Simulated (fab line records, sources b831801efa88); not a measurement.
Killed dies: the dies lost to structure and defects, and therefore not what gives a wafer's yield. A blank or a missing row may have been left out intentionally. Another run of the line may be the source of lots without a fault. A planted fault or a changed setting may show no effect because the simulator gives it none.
Which tool was responsible? :: flow gf180mcu :: 7 lots, 21 wafers sampled, at 4 steps of a route of 602

WHAT EACH GAUGE READ, for each wafer
GF_PASSIVATION_BOW_MEAS_14.
lot: L812
measured: day 29 07:48
on: film metro-02
PASSIVATION_BOW (um): 132 144 158

lot: L814
measured: day 30 00:42
on: film metro-03
PASSIVATION_BOW (um): 148 148 148

lot: L816
measured: day 31 01:43
on: film metro-02
PASSIVATION_BOW (um): 124 131 131

lot: L820
measured: day 31 21:28
on: film metro-02
PASSIVATION_BOW (um): 143 138 148

lot: L822
measured: day 32 08:17
on: film metro-03
PASSIVATION_BOW (um): 145 126 133

lot: L826
measured: day 33 14:33
on: film metro-02
PASSIVATION_BOW (um): 121 124 124

lot: L833
measured: day 34 21:47
on: film metro-02
PASSIVATION_BOW (um): 120 130 127

TOOL THAT RAN EACH LOT (tool first, then ch and the chambers of the sampled wafers, then the start)
lot: L812
GF_STI_STRIP_15: plasma asher-04 ch 0, day 2 07:35
GF_MIM_SPUTTER_02: pvd sputter-02, day 24 17:38
GF_MIM_SPUTTER_04: pvd sputter-02, day 24 17:41

lot: L814
GF_STI_STRIP_15: plasma asher-03 ch 0,1, day 2 17:57
GF_MIM_SPUTTER_02: pvd sputter-02, day 25 13:53
GF_MIM_SPUTTER_04: pvd sputter-02, day 25 13:56

lot: L816
GF_STI_STRIP_15: plasma asher-03 ch 0,1, day 3 04:17
GF_MIM_SPUTTER_02: pvd sputter-01, day 26 18:29
GF_MIM_SPUTTER_04: pvd sputter-01, day 26 18:32

lot: L820
GF_STI_STRIP_15: plasma asher-03 ch 0,1, day 3 23:43
GF_MIM_SPUTTER_02: pvd sputter-01, day 27 18:19
GF_MIM_SPUTTER_04: pvd sputter-01, day 27 18:22

lot: L822
GF_STI_STRIP_15: plasma asher-03 ch 0,1, day 4 10:18
GF_MIM_SPUTTER_02: pvd sputter-02, day 28 06:28
GF_MIM_SPUTTER_04: pvd sputter-02, day 28 06:31

lot: L826
GF_STI_STRIP_15: plasma asher-04 ch 0,1, day 5 07:00
GF_MIM_SPUTTER_02: pvd sputter-02, day 29 16:38
GF_MIM_SPUTTER_04: pvd sputter-02, day 29 16:41

lot: L833
GF_STI_STRIP_15: plasma asher-02 ch 0,1, day 6 19:08
GF_MIM_SPUTTER_02: pvd sputter-03, day 31 07:44
GF_MIM_SPUTTER_04: pvd sputter-03, day 31 07:47
- GF_STI_STRIP_15: strips in O2/N2.
- GF_MIM_SPUTTER_02: material AlCu, target thk 450 nm, time 23.9 s.
- GF_MIM_SPUTTER_04: material TiN, target thk 50 nm, time 41.7 s.

THE ANSWER, worked out from the rows above alone
Rule: usual is defined by the lots themselves. Put in order of their means at a reading, lots are off if they are a third of the lots or fewer, leave a main group of 4 or more, and stand apart from it by a gap of 3 or more times the standard deviation of the main group's means; of several such gaps the widest counts. Not used: any main group whose means are identical at the precision the tables above print for the reading. A lot without any number at a reading at which 4 lots or more have one is off too. Any other lot the step has rows for is counted as sound.
No lot is off at any reading shown: from this, nothing can be told.

WHAT HAD BEEN PUT IN BY THE SIMULATOR
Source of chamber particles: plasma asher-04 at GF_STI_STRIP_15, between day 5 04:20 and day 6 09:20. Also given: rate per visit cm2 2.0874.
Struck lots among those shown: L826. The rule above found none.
